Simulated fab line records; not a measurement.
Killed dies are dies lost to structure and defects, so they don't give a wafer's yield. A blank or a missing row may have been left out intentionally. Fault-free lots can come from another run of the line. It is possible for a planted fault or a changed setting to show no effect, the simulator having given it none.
fab line records ; flow gf180mcu
record lots=7; wafers=20; last_day=34
route steps=602 shown MIM@524 M5@526
lots that met no fault: taken from a fault-free run of the same line
start_h: start of the lot's first displayed wafer, in hours after the record's first day ; wait_h: hours from the lot's prior step to this one ; " repeats the value in the row above ; L1.1+2: one row covering several wafers at once ; - either no value or no given start ; * or withheld: withheld ; < > ~ a bound
route shown NAME@n: a module of which the file shows steps, and the number in the route of the first ; usual: mean/standard deviation of fault-free wafers ; same: alike in all rows ; chamber/n: place in a boat ; sites: readings site by site ; _std_site: the standard deviation of these ; _edge_site: inner sites' mean taken away from outer sites' mean ; radius_mm: for every site, how far away it sits from the centre of the wafer ; mask NAME#n: copy n ; behind: tool/chamber where the wafer was last shaped ; hold: why the lot went on hold/how many hours it stayed there/how the hold came to an end ; device: the n, p or np transistor that did not switch ; end of line: the same wafers' tests at the end of the route ; where a step has no rows: the recipe by itself ; killed: the dies lost at the first sort to structure and to defects; this is not the yield of the wafer ; map: a wafer's dies, marking killed ones x, the rest . and places with no die _
set.NAME: the setting as run; set.NAME@STEP: as run at that earlier step ; model.NAME: the simulator's own value behind a step, which no gauge read
certain route steps with their lots: each step a table, each wafer a row
services: the hour from which a tool's chamber was out of use, counted from the record's first day as start_h (under 0 if before that day), plus the number of hours and why
## steps
# step GF_MIM_STRIP_21
# recipe chemistry=post_etch_residue_remover; time_s=1200; temp_c=72.5
# step GF_MIM_CLEAN_22
# recipe chemistry=DIW; dry=n2_spin
# step GF_M5_DEHYDRATE_00
# recipe temp_c=200; time_s=60
# step GF_M5_HMDS_01
# recipe prime_time_s=60; prime_temp_c=120
# step GF_M5_COAT_02
# recipe resist=KrF; spin_rpm=withheld; resist_thk_nm=1000
# step GF_M5_SOFTBAKE_03
# recipe temp_c=130; time_s=60; resist=KrF
# step GF_M5_EXPOSE_04
# recipe mask_id=Metal5; target_cd_nm=280; na=0.68; source_shape=conventional; sigma_outer=0.6; dose_mj=28
# step GF_M5_PEB_05
# recipe peb_temp_c=135; peb_time_s=90; resist=KrF
# step GF_M5_DEVELOP_06
# recipe develop_time_s=60; dev_temp_c=21
# step GF_M5_CD_MEAS_07
# recipe target_cd_nm=280
# usual cd_nm=280.3/1.2
lot.wafer;tool;chamber;start_h;wait_h;cd_nm
L378.1;cd_sem-01;-;608.60;0.1;280.2
L378.2;cd_sem-01;-;608.60;0.1;280.2
L378.3;cd_sem-01;-;608.60;0.1;281.2
L379.1;cd_sem-02;-;612.31;0.1;280.4
L379.2;cd_sem-02;-;612.31;0.1;280.6
L379.6;cd_sem-02;-;612.31;0.1;279.0
L382.3;cd_sem-02;-;649.34;0.1;280.3
L382.4;cd_sem-02;-;649.34;0.1;278.7
L382.5;cd_sem-02;-;649.34;0.1;278.7
L384.4;cd_sem-01;-;652.98;0.2;279.9
L384.5;cd_sem-01;-;652.98;0.2;280.2
L384.6;cd_sem-01;-;652.98;0.2;280.7
L385.4;cd_sem-02;-;671.91;0.1;279.4
L385.5;cd_sem-02;-;671.91;0.1;279.6
L398.1;cd_sem-02;-;753.01;0.1;280.4
L398.3;cd_sem-02;-;753.01;0.1;280.1
L398.6;cd_sem-02;-;753.01;0.1;280.3
L401.3;cd_sem-01;-;770.04;0.1;280.5
L401.5;cd_sem-01;-;770.04;0.1;280.7
L401.6;cd_sem-01;-;770.04;0.1;281.2
# step GF_M5_OVL_MEAS_08
# usual M5_OVL=1/6
lot.wafer;tool;chamber;start_h;wait_h;M5_OVL[nm]
L378.1;overlay-02;-;608.72;0.1;-2
L378.2;overlay-02;-;608.72;0.1;-4
L378.3;overlay-02;-;608.72;0.1;2
L379.1;overlay-01;-;612.43;0.1;6
L379.2;overlay-01;-;612.43;0.1;18
L379.6;overlay-01;-;612.43;0.1;6
L382.3;overlay-01;-;649.43;0.1;8
L382.4;overlay-01;-;649.43;0.1;8
L382.5;overlay-01;-;649.43;0.1;7
L384.4;overlay-02;-;653.06;0.1;4
L384.5;overlay-02;-;653.06;0.1;1
L384.6;overlay-02;-;653.06;0.1;4
L385.4;overlay-01;-;671.98;0.1;7
L385.5;overlay-01;-;671.98;0.1;-1
L398.1;overlay-01;-;753.13;0.1;2
L398.3;overlay-01;-;753.13;0.1;1
L398.6;overlay-01;-;753.13;0.1;-1
L401.3;overlay-02;-;770.14;0.1;-5
L401.5;overlay-02;-;770.14;0.1;-1
L401.6;overlay-02;-;770.14;0.1;-2
# step GF_M5_ETCH_09
# recipe chemistry=CF4/O2; target=Si3N4; target_depth_nm=52; source_w=800; bias_w=150; pressure_mtorr=150; cf4_flow_sccm=80; O2_flow_sccm=10; time_s=11.6
# usual cf4_flow_sccm=80.04/0.22; drypump_motor_current_A=5.69/0.26; oes_product_au=1.002/0.0094; throttle_valve_pct=5.972/0.0098
lot.wafer;tool;chamber;start_h;wait_h;cf4_flow_sccm;drypump_motor_current_A;oes_product_au;rf_hours_counter_h;throttle_valve_pct
L378.1;rie_diel-02;1;608.75;0.0;79.94;5.48;1.009;45;5.973
L378.2;rie_diel-02;3;608.75;0.0;80.00;5.59;1.014;2;5.999
L378.3;rie_diel-02;0;608.75;0.0;80.18;5.84;0.997;6;5.963
L379.1;rie_diel-02;3;612.46;0.0;79.75;5.60;1.018;3;5.956
L379.2;rie_diel-02;2;612.46;0.0;79.73;5.85;1.012;4;5.984
L379.6;rie_diel-02;1;612.46;0.0;80.32;5.47;1.018;-;5.967
L382.3;rie_diel-02;3;649.45;0.0;80.04;5.59;1.003;4;5.963
L382.4;rie_diel-02;1;649.45;0.0;79.96;5.45;1.010;46;5.990
L382.5;rie_diel-02;1;649.45;0.0;79.93;5.48;1.013;-;5.956
L384.4;rie_diel-02;1;653.07;0.0;79.69;5.46;1.007;46;5.993
L384.5;rie_diel-02;1;653.07;0.0;79.22;5.49;1.016;-;5.972
L384.6;rie_diel-02;2;653.07;0.0;80.00;5.84;1.009;-;5.970
L385.4;rie_diel-02;1;672.00;0.0;79.87;5.46;1.000;47;5.968
L385.5;rie_diel-02;2;672.00;0.0;79.94;5.90;1.005;-;5.961
L398.1;rie_diel-02;1;753.16;0.0;79.93;5.46;1.012;50;5.973
L398.3;rie_diel-02;2;753.16;0.0;80.14;5.85;1.026;9;5.962
L398.6;rie_diel-02;2;753.16;0.0;80.10;5.84;1.011;-;5.984
L401.3;rie_diel-01;3;770.16;0.0;80.18;5.69;1.003;12;5.970
L401.5;rie_diel-01;1;770.16;0.0;79.72;5.96;0.984;-;5.954
L401.6;rie_diel-01;0;770.16;0.0;79.96;5.69;0.993;-;5.960
# step GF_M5_METAL_ETCH_10
# recipe chemistry=Cl2/BCl3; mask_material=KrF; target_depth_nm=750.8; stop_on=SiO2; pressure_mtorr=8; icp_w=800; bias_w=140; Cl2_flow_sccm=80; bcl3_flow_sccm=40; time_s=125.1
# usual drypump_motor_current_A=5.83/0.24; oes_product_au=0.990/0.0052; throttle_valve_pct=28.229/0.0091
lot.wafer;tool;chamber;start_h;wait_h;drypump_motor_current_A;oes_product_au;rf_hours_counter_h;throttle_valve_pct;model.KrF_of_M5_COAT_02.thk_nm
L378.1;rie_metal-03;0;608.78;0.0;5.82;0.991;14;28.218;650.7
L378.2;rie_metal-03;1;608.78;0.0;6.21;0.986;7;28.233;653.7
L378.3;rie_metal-03;0;608.78;0.0;5.81;0.989;-;28.213;649.2
L379.1;rie_metal-03;1;612.49;0.0;6.21;0.992;7;28.235;645.3
L379.2;rie_metal-03;0;612.49;0.0;5.87;0.989;14;28.236;642.2
L379.6;rie_metal-03;1;612.49;0.0;6.20;0.986;-;28.231;646.1
L382.3;rie_metal-03;0;649.52;0.1;5.83;0.985;-;28.227;647.5
L382.4;rie_metal-03;1;649.52;0.1;6.19;0.691;-;28.554;796.5
L382.5;rie_metal-03;1;649.52;0.1;6.20;0.982;-;28.244;649
L384.4;rie_metal-03;1;653.14;0.1;6.21;0.689;-;28.545;797.8
L384.5;rie_metal-03;1;653.14;0.1;6.19;0.993;-;28.219;649.3
L384.6;rie_metal-03;0;653.14;0.1;5.81;0.987;-;28.234;650.8
L385.4;rie_metal-03;0;672.07;0.1;5.83;0.698;-;28.556;798.7
L385.5;rie_metal-03;1;672.07;0.1;6.19;0.993;-;28.243;647.9
L398.1;rie_metal-04;0;753.19;0.0;5.63;0.976;1;28.249;654.5
L398.3;rie_metal-04;1;753.19;0.0;5.78;0.985;-;28.206;649.4
L398.6;rie_metal-04;1;753.19;0.0;5.76;0.975;-;28.222;651.5
L401.3;rie_metal-03;0;770.23;0.1;5.88;0.989;-;28.226;648.3
L401.5;rie_metal-03;0;770.23;0.1;5.91;0.984;-;28.241;647.8
L401.6;rie_metal-03;1;770.23;0.1;6.21;0.987;-;28.222;652.7
# step GF_M5_STRIP_11
# recipe chemistry=O2/N2; power_w=1400; pressure_mtorr=1500; platen_temp_c=250; o2_flow_sccm=3000; n2_flow_sccm=300; overash_fraction=0.5
# usual drypump_motor_current_A=5.7/0.4; heater_power_w=328/48; oes_product_au=0.524/0.005; strip_time_to_endpoint_s=7.04/0.039
lot.wafer;tool;chamber;start_h;wait_h;drypump_motor_current_A;heater_power_w;oes_product_au;rf_hours_counter_h;strip_time_to_endpoint_s
L378.1;plasma_asher-04;0;608.91;0.1;5.1;401;0.520;15;7.05
L378.2;plasma_asher-04;1;608.91;0.1;5.8;266;0.522;15;7.08
L378.3;plasma_asher-04;1;608.91;0.1;5.8;272;0.521;-;7.04
L379.1;plasma_asher-04;0;612.61;0.1;5.1;394;0.522;15;7.00
L379.2;plasma_asher-04;1;612.61;0.1;5.8;268;0.528;15;6.97
L379.6;plasma_asher-04;0;612.61;0.1;5.1;400;0.526;-;6.99
L382.3;plasma_asher-04;0;649.64;0.1;5.1;400;0.521;-;7.02
L382.4;plasma_asher-04;1;649.64;0.1;5.7;266;0.578;-;8.46
L382.5;plasma_asher-04;0;649.64;0.1;5.2;398;0.523;-;7.03
L384.4;plasma_asher-04;0;653.26;0.1;5.1;389;0.583;-;8.50
L384.5;plasma_asher-04;1;653.26;0.1;5.8;267;0.531;-;7.02
L384.6;plasma_asher-04;0;653.26;0.1;5.1;401;0.516;-;7.06
L385.4;plasma_asher-04;1;672.19;0.1;5.8;269;0.579;-;8.48
L385.5;plasma_asher-04;0;672.19;0.1;5.1;401;0.521;-;7.03
L398.1;plasma_asher-04;0;753.32;0.1;5.2;399;0.530;30;7.07
L398.3;plasma_asher-04;0;753.32;0.1;5.2;402;0.529;-;7.03
L398.6;plasma_asher-04;0;753.32;0.1;5.2;407;0.524;-;7.04
L401.3;plasma_asher-03;1;770.35;0.1;5.8;346;0.523;-;7.02
L401.5;plasma_asher-03;1;770.35;0.1;5.8;350;0.526;-;7.01
L401.6;plasma_asher-03;0;770.35;0.1;5.4;304;0.530;-;7.07
# step GF_M5_STRIP_12
# recipe chemistry=post_etch_residue_remover; time_s=1200; temp_c=72.5
## services
tool;chamber;start_h;hours;kind
rie_metal-03;-;609.05;1.4;pm
rie_diel-02;0;618.29;1.4;repair
rie_diel-01;0;622.69;5.9;repair
rie_metal-03;0;628.27;-;clean
rie_metal-03;0;628.27;14.7;scheduled_down
rie_metal-03;0;628.27;14.7;vent_cycle
rie_diel-01;2;648.69;4.6;repair
rie_diel-02;1;660.34;3.3;repair
rie_metal-04;1;691.00;10.5;repair
rie_metal-04;-;691.82;1.6;repair
plasma_asher-04;-;712.15;2.8;pm
rie_metal-04;0;726.70;-;clean
rie_metal-04;0;726.70;16.8;scheduled_down
rie_metal-04;0;726.70;16.8;vent_cycle
rie_diel-02;3;733.14;18.1;repair
rie_diel-02;3;752.23;7.6;repair
rie_diel-02;1;757.16;5.8;repair
rie_diel-02;1;762.95;-;clean
rie_diel-02;1;762.95;18.2;scheduled_down
rie_diel-02;1;762.95;18.2;vent_cycle
## key
first_sign step=GF_M5_METAL_ETCH_10; reading=oes_product_au; direction=down; sigmas=57; usual=0.990; struck=0.693
effect step=GF_M5_METAL_ETCH_10; reading=throttle_valve_pct; direction=up; sigmas=35; usual=28.229; struck=28.552
effect step=GF_M5_STRIP_11; reading=strip_time_to_endpoint_s; direction=up; sigmas=37; usual=*; struck=*
model_effect step=GF_M5_METAL_ETCH_10; value=KrF_of_M5_COAT_02.thk_nm; without=648.6; struck=797.7
met_at GF_M5_METAL_ETCH_10
struck_wafers L382.4,L384.4,L385.4
later_rows_left_out L382.4,L384.4,L385.4
sort_left_out L382.4,L384.4,L385.4
onset_between 612.49 649.52
fault kind=process_parameter_drift; tool=rie_metal-03; chamber=-; onset_h=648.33; steps=GF_M5_METAL_ETCH_10; channel=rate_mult; offset=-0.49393; shape=step; end_h=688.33; scope=struck_wafers_only
# sort_left_out: the simulated sort isn't trusted on such a fault, so these wafers' sort isn't shown, and their yield isn't known
# later_rows_left_out: the simulator's readings of these wafers behind a module that went badly wrong aren't trusted and aren't shown, but for the sort
